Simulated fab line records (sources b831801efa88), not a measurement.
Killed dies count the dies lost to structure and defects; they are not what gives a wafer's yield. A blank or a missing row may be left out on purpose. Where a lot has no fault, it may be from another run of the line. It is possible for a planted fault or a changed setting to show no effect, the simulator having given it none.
fab line records	flow sfq_line
[record] lots = 6	wafers = 17	last_day = 86
route steps=325 shown R5@216 I5@228 C5@240 M6@251
lots untouched by any fault: they come from a run of this same line in which no faults occurred
start_h: hours from the record's opening day to when the first of the lot's shown wafers began	wait_h: hours elapsed since this lot's preceding step	" identical to the entry in the row above	L1.1+2: one row covering several wafers at once	- either no value or no given start	* or withheld: withheld	< > ~ a bound
route shown NAME@n: names a module that has steps shown in the file, with the first one's number in the route	usual: average and standard deviation across the fault-free wafers	same: alike in all rows	chamber/n: place in a boat	sites: per-site readings	_std_site: standard deviation across them	_edge_site: outer sites' mean less inner sites'	radius_mm: for every site, how far away it sits from the centre of the wafer	mask NAME#n: copy n	behind: the last tool/chamber to shape the wafer	hold: the reason the lot was held/the length of the hold in hours/how it ended	device: the n, p or np transistor that did not switch	end of line: tests of these same wafers at the route's end	a step given without rows: its recipe and nothing more	killed: the dies lost at the first sort to structure and to defects; this is not the yield of the wafer	map: a wafer's dies, x killed, . not, _ none there
set.NAME: the setting as run; set.NAME@STEP: as run at that earlier step	model.NAME: the simulator's own value behind a step, which no gauge read
certain route steps with their lots: each step a table, each wafer a row
services: from which hour (start_h, from the record's first day; less than 0 if before it) a tool's chamber was out of use, for how many hours, and why
[[steps]]
[step SFQ_R5_THK_MEAS_934]
[recipe] thk_meas_gauge = xrf	reads = MoNx_of_TRILAYER_R5_DEP_SPUTTER_133
[usual] R5_MONX_THK = 40.1/0.54
lot.wafer	tool	chamber	start_h	wait_h	R5_MONX_THK[nm]
L376.1	film_metro-03	-	1250.78	0.1	40.0
L376.3	"	-	"	"	39.3
L376.5	"	-	"	"	39.6
L379.3	film_metro-01	-	1263.42	0.1	41.0
L379.4	"	-	"	"	40.9
L379.6	"	-	"	"	40.7
L391.1	film_metro-02	-	1470.47	0.1	40.4
L391.4	"	-	"	"	40.1
L394.1	film_metro-01	-	1477.88	0.1	40.4
L394.2	"	-	"	"	40.4
L394.5	"	-	"	"	40.1
L397.1	film_metro-01	-	1491.47	0.1	40.6
L397.3	"	-	"	"	40.8
L397.6	"	-	"	"	40.7
L398.1	film_metro-02	-	1524.44	0.1	39.8
L398.4	"	-	"	"	39.6
L398.5	"	-	"	"	39.9
[step SFQ_TRILAYER_R5_LITHO_COAT_141]
[recipe] resist = BARC	spin_rpm = 3000	resist_thk_nm = 62
[step SFQ_TRILAYER_R5_LITHO_COAT_136]
[recipe] resist = KrF	spin_rpm = 3000	resist_thk_nm = 600
[step SFQ_TRILAYER_R5_LITHO_SOFTBAKE_140]
[recipe] temp_c = withheld	time_s = withheld	resist = KrF
[step SFQ_TRILAYER_R5_LITHO_EXPOSE_137]
[recipe] mask_id = R5	na = 0.6	source_shape = conventional	sigma_outer = 0.65	target_cd_nm = 500	dose_mj = 14.4
[step SFQ_TRILAYER_R5_LITHO_PEB_139]
[recipe] peb_temp_c = 115	peb_time_s = 60	resist = KrF
[step SFQ_TRILAYER_R5_LITHO_DEVELOP_138]
[recipe] time_s = 60	resist = KrF
[step SFQ_R5_OVL_MEAS_935]
[usual] R5_OVL = 2/5.5
lot.wafer	tool	chamber	start_h	wait_h	R5_OVL[nm]
L376.1	overlay-02	-	1374.20	0.1	0
L376.3	"	-	"	"	5
L376.5	"	-	"	"	7
L379.3	overlay-01	-	1384.74	0.1	10
L379.4	"	-	"	"	15
L379.6	"	-	"	"	13
L391.1	overlay-01	-	1472.78	0.1	-14
L391.4	"	-	"	"	1
L394.1	overlay-01	-	1483.23	0.1	-1
L394.2	"	-	"	"	-6
L394.5	"	-	"	"	-5
L397.1	overlay-01	-	1496.43	0.1	-7
L397.3	"	-	"	"	0
L397.6	"	-	"	"	-8
L398.1	overlay-01	-	1527.42	0.1	10
L398.4	"	-	"	"	6
L398.5	"	-	"	"	4
[step SFQ_TRILAYER_R5_BARC_OPEN_METAL_ETCH_177]
[recipe] mask_material = PR	chemistry = O2	target_depth_nm = 125	target = BARC	icp_w = 600	bias_w = 80	pressure_mtorr = 10	time_s = 41.7
[usual] drypump_motor_current_A = 6.1/0.45	oes_product_au = 0.685/0.0046	rf_fwd_power_W = 593.4/2.7
lot.wafer	tool	chamber	start_h	wait_h	drypump_motor_current_A	oes_product_au	rf_fwd_power_W	rf_hours_counter_h
L376.1	rie_metal-02	1	1374.24	0.0	6.2	0.686	594.0	100
L376.3	"	1	"	"	6.2	0.695	595.3	-
L376.5	"	0	"	"	5.4	0.687	596.2	-
L379.3	rie_metal-01	0	1384.78	0.0	5.6	0.688	597.6	-
L379.4	"	1	"	"	5.3	0.683	589.8	-
L379.6	"	1	"	"	5.3	0.687	590.9	-
L391.1	rie_metal-02	1	1472.81	0.0	6.2	0.685	593.1	113
L391.4	"	1	"	"	6.2	0.687	593.8	-
L394.1	rie_metal-03	1	1483.26	0.0	6.6	0.691	596.6	128
L394.2	"	0	"	"	6.2	0.684	588.1	40
L394.5	"	1	"	"	6.6	0.694	594.5	-
L397.1	rie_metal-02	0	1496.46	0.0	5.4	0.686	595.2	95
L397.3	"	0	"	"	5.4	0.684	593.9	-
L397.6	"	0	"	"	5.4	0.679	595.5	-
L398.1	rie_metal-01	1	1527.46	0.0	5.3	0.690	589.4	42
L398.4	"	0	"	"	5.6	0.680	590.4	-
L398.5	"	0	"	"	5.6	0.680	592.6	-
[step SFQ_TRILAYER_R5_ETCH_METAL_ETCH_139]
[recipe] stop_on = SiO2	mask_material = PR	chemistry = Cl2	target_depth_nm = 60	icp_w = 600	bias_w = 80	pressure_mtorr = 10	time_s = 40
[usual] drypump_motor_current_A = 6.1/0.45	oes_product_au = 0.992/0.0056	rf_fwd_power_W = 593.0/2.9
lot.wafer	tool	chamber	start_h	wait_h	drypump_motor_current_A	oes_product_au	rf_fwd_power_W	rf_hours_counter_h
L376.1	rie_metal-02	1	1374.30	0.0	6.2	0.995	598.3	100
L376.3	"	1	"	"	6.2	0.998	600.8	-
L376.5	"	0	"	"	5.5	0.991	593.5	-
L379.3	rie_metal-01	0	1384.84	0.0	5.6	0.997	594.1	-
L379.4	"	1	"	"	5.3	0.986	589.6	-
L379.6	"	1	"	"	5.3	0.995	591.3	-
L391.1	rie_metal-02	1	1472.87	0.0	6.2	1.000	593.9	113
L391.4	"	1	"	"	6.2	0.992	594.2	-
L394.1	rie_metal-03	1	1483.32	0.0	6.6	0.994	593.1	128
L394.2	"	0	"	"	6.2	0.985	588.3	40
L394.5	"	1	"	"	6.5	1.000	592.4	-
L397.1	rie_metal-02	0	1496.52	0.0	5.5	1.000	592.8	95
L397.3	"	0	"	"	5.5	0.989	594.6	-
L397.6	"	0	"	"	5.4	0.988	594.5	-
L398.1	rie_metal-01	1	1527.52	0.0	5.3	0.988	589.1	42
L398.4	"	0	"	"	5.6	1.002	593.4	-
L398.5	"	0	"	"	5.6	0.997	592.8	-
[step SFQ_TRILAYER_R5_STRIP_STRIP_140]
[recipe] gas = O2	power_w = 200	platen_temp_c = 40	overash_fraction = 0.65	chemistry = O2	pressure_mtorr = 50
[step SFQ_TRILAYER_R5_STRIP_SOLV_CLEAN_141]
[recipe] chemistry = NMP	temp_c = 70	time_s = 600
[step SFQ_TRILAYER_A5C_DEP_PECVD_142]
[recipe] material = SiO2	temp_c = 150	time_s = 15.556	pressure_torr = 2.4	rf_w = 183.3	precursor = SiH4/N2O	target_thk_nm = 70
[usual] chamber_pressure_Torr = 2.401/0.0053	heater_power_w = 86/16	rf_fwd_power_W = 180.2/0.78	throttle_valve_pct = 24.5/0.77
lot.wafer	tool	chamber	start_h	wait_h	chamber_pressure_Torr	heater_power_w	rf_fwd_power_W	throttle_valve_pct	model.SiO2_of_TRILAYER_A5C_DEP_PECVD_142.thk_nm
L376.1	pecvd-02	0	1375.13	0.0	2.393	71	179.1	25.4	70.09
L376.3	"	1	"	"	2.406	84	179.2	24.6	70.1
L376.5	"	0	"	"	2.399	70	180.1	25.4	70.85
L379.3	pecvd-04	1	1385.67	0.0	2.397	64	179.6	24.8	70.18
L379.4	"	0	"	"	2.403	95	179.6	22.7	69.75
L379.6	"	1	"	"	2.412	64	180.6	24.6	70.98
L391.1	pecvd-02	1	1473.71	0.0	2.402	85	-	24.5	67.36
L391.4	"	1	"	"	2.393	84	180.0	24.6	70.58
L394.1	pecvd-02	0	1484.16	0.0	2.399	68	-	25.6	67.34
L394.2	"	1	"	"	2.399	93	179.7	24.6	70.29
L394.5	"	2	"	"	2.405	106	181.1	24.3	71.47
L397.1	pecvd-04	0	1497.53	0.0	2.398	92	179.6	23.2	67.77
L397.3	"	2	"	"	2.391	76	181.1	23.4	67.89
L397.6	"	1	"	"	2.405	65	180.1	24.6	69.67
L398.1	pecvd-04	1	1528.37	0.0	2.404	74	180.6	24.7	69.75
L398.4	"	0	"	"	2.406	102	180.0	23.0	69.66
L398.5	"	2	"	"	2.402	87	180.3	23.6	70.02
[step SFQ_TRILAYER_I5_LITHO_COAT_149]
[recipe] resist = BARC	spin_rpm = 3000	resist_thk_nm = 62
[step SFQ_TRILAYER_I5_LITHO_COAT_144]
[recipe] resist = KrF	spin_rpm = 3000	resist_thk_nm = 650
[step SFQ_TRILAYER_I5_LITHO_SOFTBAKE_148]
[recipe] temp_c = withheld	time_s = withheld	resist = KrF
[step SFQ_TRILAYER_I5_LITHO_EXPOSE_145]
[recipe] mask_id = I5	na = 0.6	source_shape = conventional	sigma_outer = 0.65	target_cd_nm = 700	dose_mj = 21.3
[step SFQ_TRILAYER_I5_LITHO_PEB_147]
[recipe] peb_temp_c = 115	peb_time_s = 60	resist = KrF
[step SFQ_TRILAYER_I5_LITHO_DEVELOP_146]
[recipe] time_s = 60	resist = KrF
[step SFQ_I5_OVL_MEAS_936]
[usual] I5_OVL = 0/5.5
lot.wafer	tool	chamber	start_h	wait_h	I5_OVL[nm]
L376.1	overlay-02	-	1497.98	0.1	3
L376.3	"	-	"	"	3
L376.5	"	-	"	"	1
L379.3	overlay-02	-	1508.79	0.1	1
L379.4	"	-	"	"	9
L379.6	"	-	"	"	3
L391.1	overlay-01	-	1581.75	0.1	9
L391.4	"	-	"	"	-2
L394.1	overlay-02	-	1593.92	0.1	4
L394.2	"	-	"	"	5
L394.5	"	-	"	"	1
L397.1	overlay-01	-	1608.32	0.1	-5
L397.3	"	-	"	"	3
L397.6	"	-	"	"	3
L398.1	overlay-02	-	1610.37	0.1	-7
L398.4	"	-	"	"	-1
L398.5	"	-	"	"	-6
[step SFQ_TRILAYER_I5_BARC_OPEN_VIA_ETCH_200]
[recipe] mask_material = PR	chemistry = O2	target_depth_nm = 125	target = BARC	source_w = 500	bias_w = 80	pressure_mtorr = 30	time_s = 41.7
[usual] drypump_motor_current_A = 5.55/0.25	oes_product_au = 0.685/0.0043	rf_fwd_power_W = 495.3/1.6
lot.wafer	tool	chamber	start_h	wait_h	drypump_motor_current_A	oes_product_au	rf_fwd_power_W	rf_hours_counter_h
L376.1	rie_diel-02	2	1498.01	0.0	5.52	0.678	492.2	15
L376.3	"	1	"	"	5.76	0.688	494.8	18
L376.5	"	1	"	"	5.76	0.682	497.3	-
L379.3	rie_diel-04	3	1508.81	0.0	5.37	0.686	494.1	18
L379.4	"	1	"	"	5.95	0.682	498.5	1
L379.6	"	0	"	"	5.83	0.691	492.2	-
L391.1	rie_diel-04	1	1581.79	0.0	5.96	0.689	496.6	2
L391.4	"	3	"	"	5.36	0.679	497.9	19
L394.1	rie_diel-04	2	1593.95	0.0	5.20	0.679	497.0	20
L394.2	"	3	"	"	5.38	0.677	495.5	19
L394.5	"	1	"	"	5.95	0.682	498.1	-
L397.1	rie_diel-01	3	1608.35	0.0	5.67	0.686	495.4	7
L397.3	"	2	"	"	5.42	0.682	497.0	18
L397.6	"	2	"	"	5.43	0.682	495.8	-
L398.1	rie_diel-04	2	1610.40	0.0	5.22	0.681	492.0	21
L398.4	"	1	"	"	5.96	0.685	495.0	3
L398.5	"	0	"	"	5.84	0.684	494.8	-
[step SFQ_TRILAYER_I5_ETCH_VIA_ETCH_147]
[recipe] stop_on = Nb	mask_material = PR	chemistry = CHF3	target_depth_nm = 360	source_w = 500	bias_w = 80	pressure_mtorr = 30	time_s = withheld
[step SFQ_TRILAYER_I5_STRIP_STRIP_148]
[recipe] gas = O2	power_w = 200	platen_temp_c = 40	overash_fraction = 0.65	chemistry = O2	pressure_mtorr = 50
[step SFQ_TRILAYER_I5_STRIP_SOLV_CLEAN_149]
[recipe] chemistry = NMP	temp_c = 70	time_s = 600
[step SFQ_TRILAYER_C5_LITHO_COAT_156]
[recipe] resist = BARC	spin_rpm = 3000	resist_thk_nm = 62
[step SFQ_TRILAYER_C5_LITHO_COAT_151]
[recipe] resist = KrF	spin_rpm = 3000	resist_thk_nm = 650
[step SFQ_TRILAYER_C5_LITHO_SOFTBAKE_155]
[recipe] temp_c = withheld	time_s = withheld	resist = KrF
[step SFQ_TRILAYER_C5_LITHO_EXPOSE_152]
[recipe] mask_id = C5	na = 0.6	source_shape = conventional	sigma_outer = 0.65	target_cd_nm = 500	dose_mj = 21.3
[step SFQ_TRILAYER_C5_LITHO_PEB_154]
[recipe] peb_temp_c = 115	peb_time_s = 60	resist = KrF
[step SFQ_TRILAYER_C5_LITHO_DEVELOP_153]
[recipe] time_s = 60	resist = KrF
[step SFQ_C5_OVL_MEAS_937]
[usual] C5_OVL = 1/4.9
lot.wafer	tool	chamber	start_h	wait_h	C5_OVL[nm]
L376.1	overlay-01	-	1502.43	0.1	3
L376.3	"	-	"	"	1
L376.5	"	-	"	"	8
L379.3	overlay-02	-	1513.89	0.1	0
L379.4	"	-	"	"	-2
L379.6	"	-	"	"	-7
L391.1	overlay-01	-	1593.63	0.1	0
L391.4	"	-	"	"	8
L394.1	overlay-01	-	1597.23	0.1	-3
L394.2	"	-	"	"	-4
L394.5	"	-	"	"	-10
L397.1	overlay-02	-	1611.57	0.1	-2
L397.3	"	-	"	"	0
L397.6	"	-	"	"	-1
L398.1	overlay-01	-	1614.72	0.1	4
L398.4	"	-	"	"	6
L398.5	"	-	"	"	-1
[step SFQ_TRILAYER_C5_BARC_OPEN_VIA_ETCH_210]
[recipe] mask_material = PR	chemistry = O2	target_depth_nm = 125	target = BARC	source_w = 500	bias_w = 80	pressure_mtorr = 30	time_s = 41.7
[usual] drypump_motor_current_A = 5.5/0.33	oes_product_au = 0.684/0.0047	rf_fwd_power_W = 495.5/1.8
lot.wafer	tool	chamber	start_h	wait_h	drypump_motor_current_A	oes_product_au	rf_fwd_power_W	rf_hours_counter_h
L376.1	rie_diel-03	0	1502.46	0.0	5.8	0.680	495.6	15
L376.3	"	3	"	"	5.1	0.686	494.4	10
L376.5	"	3	"	"	5.1	0.679	494.1	-
L379.3	rie_diel-02	0	1513.91	0.0	5.5	0.695	497.1	20
L379.4	"	3	"	"	5.8	0.681	494.2	18
L379.6	"	3	"	"	5.8	0.686	495.4	-
L391.1	rie_diel-01	1	1593.67	0.0	5.6	0.677	493.7	14
L391.4	"	2	"	"	5.4	0.678	494.9	18
L394.1	rie_diel-02	0	1597.27	0.0	5.5	0.680	497.0	1
L394.2	"	2	"	"	5.5	0.682	491.6	17
L394.5	"	0	"	"	5.5	0.696	495.3	-
L397.1	rie_diel-02	3	1611.60	0.0	5.8	0.676	497.4	1
L397.3	"	0	"	"	5.5	0.688	495.3	2
L397.6	"	2	"	"	5.5	0.678	493.6	-
L398.1	rie_diel-01	2	1614.75	0.0	5.4	0.691	495.5	18
L398.4	"	0	"	"	5.1	0.686	495.8	15
L398.5	"	2	"	"	5.4	0.687	496.5	-
[step SFQ_TRILAYER_C5_ETCH_VIA_ETCH_154]
[recipe] target = SiO2	mask_material = PR	chemistry = CHF3	target_depth_nm = 84	source_w = 500	bias_w = 80	pressure_mtorr = 30	time_s = withheld	stop_on = Nb
[usual] drypump_motor_current_A = 5.5/0.33	oes_product_au = 0.894/0.0084	rf_fwd_power_W = 496.2/1.6
lot.wafer	tool	chamber	start_h	wait_h	drypump_motor_current_A	oes_product_au	rf_fwd_power_W	model.etch.depth_nm	model.C5.feature_depth_nm
L376.1	rie_diel-03	0	1502.50	0.0	5.9	0.898	497.2	70.09	70.09
L376.3	"	3	"	"	5.1	0.898	497.0	70.1	70.1
L376.5	"	3	"	"	5.1	0.895	496.1	70.85	70.85
L379.3	rie_diel-02	0	1513.95	0.0	5.5	0.902	496.0	70.18	70.18
L379.4	"	3	"	"	5.8	0.897	495.5	69.75	69.75
L379.6	"	3	"	"	5.8	0.901	496.7	70.98	70.98
L391.1	rie_diel-01	1	1593.71	0.0	5.5	0.873	492.3	67.36	67.36
L391.4	"	2	"	"	5.4	0.897	497.3	70.58	70.58
L394.1	rie_diel-02	0	1597.31	0.0	5.5	0.873	498.0	67.34	67.34
L394.2	"	2	"	"	5.5	0.888	495.9	70.29	70.29
L394.5	"	0	"	"	5.5	0.908	498.9	71.47	71.47
L397.1	rie_diel-02	3	1611.64	0.0	5.8	0.875	494.7	67.77	67.77
L397.3	"	0	"	"	5.4	0.883	498.4	67.89	67.89
L397.6	"	2	"	"	5.6	0.886	494.0	69.67	69.67
L398.1	rie_diel-01	2	1614.79	0.0	5.4	0.896	496.1	69.75	69.75
L398.4	"	0	"	"	5.1	0.896	496.4	69.66	69.66
L398.5	"	2	"	"	5.4	0.896	496.0	70.02	70.02
[step SFQ_TRILAYER_C5_STRIP_STRIP_155]
[recipe] gas = O2	power_w = 200	platen_temp_c = 40	overash_fraction = 0.65	chemistry = O2	pressure_mtorr = 50
[step SFQ_TRILAYER_C5_STRIP_SOLV_CLEAN_156]
[recipe] chemistry = NMP	temp_c = 70	time_s = 600
[step SFQ_TRILAYER_M6_DEP_PRE_CLEAN_158]
[recipe] gas = Ar	time_s = 22.5	bias_v = 250
lot.wafer	tool	chamber	start_h	wait_h	model.SiO2_of_TRILAYER_A5C_DEP_PECVD_142.thk_nm
L376.1	pvd_sputter-06	-	1503.33	0.0	62.59
L376.3	"	-	"	"	62.6
L376.5	"	-	"	"	63.35
L379.3	pvd_sputter-06	-	1514.79	0.0	62.68
L379.4	"	-	"	"	62.25
L379.6	"	-	"	"	63.48
L391.1	pvd_sputter-06	-	1594.53	0.0	59.87
L391.4	"	-	"	"	63.08
L394.1	pvd_sputter-06	-	1598.13	0.0	59.84
L394.2	"	-	"	"	62.79
L394.5	"	-	"	"	63.97
L397.1	pvd_sputter-06	-	1612.47	0.0	60.27
L397.3	"	-	"	"	60.39
L397.6	"	-	"	"	62.17
L398.1	pvd_sputter-03	-	1615.62	0.0	62.25
L398.4	"	-	"	"	62.16
L398.5	"	-	"	"	62.52
[step SFQ_TRILAYER_M6_DEP_SPUTTER_157]
[recipe] material = Nb	base_pressure_pa = 1.33e-06	chamber_pressure_pa = 0.1333	substrate_temp_c = 20	target_thk_nm = 200	power_w = 2000	time_s = 133.3
[usual] throttle_valve_pct = 29.3/0.81
lot.wafer	tool	chamber	start_h	wait_h	throttle_valve_pct
L376.1	pvd_sputter-06	-	1503.36	0.0	27.8
L376.3	"	-	"	"	29.6
L376.5	"	-	"	"	30.2
L379.3	pvd_sputter-06	-	1514.82	0.0	29.1
L379.4	"	-	"	"	27.7
L379.6	"	-	"	"	29.2
L391.1	pvd_sputter-06	-	1594.56	0.0	29.6
L391.4	"	-	"	"	29.2
L394.1	pvd_sputter-06	-	1598.16	0.0	29.9
L394.2	"	-	"	"	29.2
L394.5	"	-	"	"	30.1
L397.1	pvd_sputter-06	-	1612.50	0.0	29.5
L397.3	"	-	"	"	27.7
L397.6	"	-	"	"	29.4
L398.1	pvd_sputter-03	-	1615.65	0.0	29.9
L398.4	"	-	"	"	30.4
L398.5	"	-	"	"	29.9
[[services]]
tool	chamber	start_h	hours	kind
pecvd-04	-	1362.02	1.9	repair
pecvd-04	2	1379.17	8.1	repair
rie_metal-01	1	1386.96	23.0	repair
rie_diel-02	3	1389.67	40.2	repair
rie_diel-04	2	1393.20	10.8	repair
pecvd-04	1	1405.56	9.6	repair
rie_diel-01	-	1407.52	1.5	repair
pecvd-04	2	1414.51	9.4	repair
pecvd-04	0	1414.66	27.0	repair
rie_diel-02	0	1424.11	1.8	repair
rie_diel-02	2	1425.53	10.5	repair
pecvd-02	-	1447.58	0.8	repair
rie_diel-01	1	1449.90	15.4	repair
pecvd-04	2	1461.98	11.2	repair
rie_metal-01	-	1466.96	1.0	repair
rie_diel-02	3	1473.28	2.9	repair
pvd_sputter-06	-	1475.38	2.7	repair
pecvd-02	-	1489.51	1.6	repair
rie_diel-01	-	1496.27	0.6	repair
rie_diel-01	-	1517.92	2.8	pm
pecvd-02	-	1520.35	2.3	repair
rie_metal-02	-	1570.84	1.4	pm
pecvd-04	0	1583.96	8.9	repair
rie_metal-02	-	1598.34	14.6	pm
[[key]]
first_sign none at tools or gauges
[model_effect] step = SFQ_TRILAYER_A5C_DEP_PECVD_142	value = SiO2_of_TRILAYER_A5C_DEP_PECVD_142.thk_nm	without = 70.26	struck = 67.35
[model_effect] step = SFQ_TRILAYER_C5_ETCH_VIA_ETCH_154	value = etch.depth_nm	without = 70.26	struck = 67.35
[model_effect] step = SFQ_TRILAYER_M6_DEP_PRE_CLEAN_158	value = SiO2_of_TRILAYER_A5C_DEP_PECVD_142.thk_nm	without = 62.76	struck = 59.85
met_at SFQ_TRILAYER_A5C_DEP_PECVD_142
struck_wafers L391.1,L394.1
onset_between 1375.13 1473.71
[fault] kind = process_parameter_drift	tool = pecvd-02	chamber = -	onset_h = 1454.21	steps = SFQ_TRILAYER_A5C_DEP_PECVD_142	channel = time_s	offset = *	shape = step	end_h = 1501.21	scope = struck_wafers_only	acts_in = *	stated = *
